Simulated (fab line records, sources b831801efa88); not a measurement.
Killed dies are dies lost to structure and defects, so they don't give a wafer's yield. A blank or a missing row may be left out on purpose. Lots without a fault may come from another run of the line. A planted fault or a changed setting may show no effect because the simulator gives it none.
One fault seen from 2 desks | flow gf180mcu | each desk has only its own numbers; what lay behind them comes last

THE METROLOGY DESK
What the gauges read, lot by lot, whatever tool the lot ran on: means of the sampled wafers that have a number. A lot is out of limits, marked OUT, if its mean lies more than 4 standard deviations from the usual mean; the brackets give that distance.
Columns: A = SALICIDE_TIN_THK at GF_SALICIDE_THK_MEAS_05, usual 20.31 nm; B = V1_CVD_00_THK at GF_V1_THK_MEAS_01, usual 600 nm; C = V1_OVL at GF_V1_OVL_MEAS_15, usual 3 nm
lot  | first seen here | A     | B   | C
L673 | day 15 03:47    | 20.12 | 605 | 6
L674 | day 15 09:59    | 20.56 | 601 | 3
L675 | day 15 20:52    | 20.64 | 601 | 1
L676 | day 15 23:04    | 20.16 | 600 | 4
L678 | day 16 23:39    | 20.58 | 596 | 3
L679 | day 17 08:46    | 20.22 | 601 | 1
L682 | day 18 10:23    | 19.55 | 599 | 6
L684 | day 19 11:44    | 19.54 | 600 | 4
L690 | day 21 20:07    | 20.68 | 592 | -1
L691 | day 21 20:29    | 19.93 | 603 | 8
L692 | day 21 23:02    | 20.22 | 597 | 6
L693 | day 22 08:32    | 19.85 | 600 | 6
L694 | day 22 17:08    | 20.17 | 603 | 2
This desk's finding: nothing out of limits on any of the 13 lots.

THE TOOL OWNER'S DESK: pvd_sputter-01
The tool's own readings at GF_SALICIDE_SPUTTER_03 (material TiN, target thk 20 nm, time 16.7 s): means of the sampled wafers that have a number, for each lot that ran on this tool. A lot is out of limits, marked OUT, if its mean lies more than 4 standard deviations from the usual mean; the brackets give that distance.
Columns: A = cathode_dc_power_W at GF_SALICIDE_SPUTTER_03, usual 6500.0 W; B = throttle_valve_pct at GF_SALICIDE_SPUTTER_03, usual 30.3 %
lot  | first seen here | A                        | B
L673 | day 15 03:32    | 6500.4                   | 30.2
L676 | day 15 22:53    | 6501.6                   | 30.9
L679 | day 17 08:37    | 6498.8                   | 30.5
L682 | day 18 10:13    | 6324.7 (-99 or more) OUT | 30.6
L684 | day 19 11:35    | 6322.2 (-99 or more) OUT | 30.4
L693 | day 22 08:22    | 6499.7                   | 30.1
L694 | day 22 16:59    | 6499.3                   | 30.4
This desk's finding: out of limits on L682, L684; first on L682, day 18 10:13 (cathode_dc_power_W at GF_SALICIDE_SPUTTER_03). In limits: L673, L676, L679, L693, L694.

PUT TOGETHER
The tool owner's desk could have raised an alarm at day 18 10:13, on L682, L684.
The metrology desk saw nothing out of limits.
The metrology desk has L682, L684 on record, within its limits.
Of the lots named, all ran GF_SALICIDE_SPUTTER_03 on pvd_sputter-01.

WHAT THE SIMULATOR HAD PUT IN
Process parameter drift: pvd_sputter-01, from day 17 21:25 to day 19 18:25, at GF_SALICIDE_SPUTTER_03. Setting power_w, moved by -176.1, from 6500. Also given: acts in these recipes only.
Lots struck among those shown: L682, L684.
Hours from the fault's start to each desk's first reading out of limits: the tool owner's desk, 13.
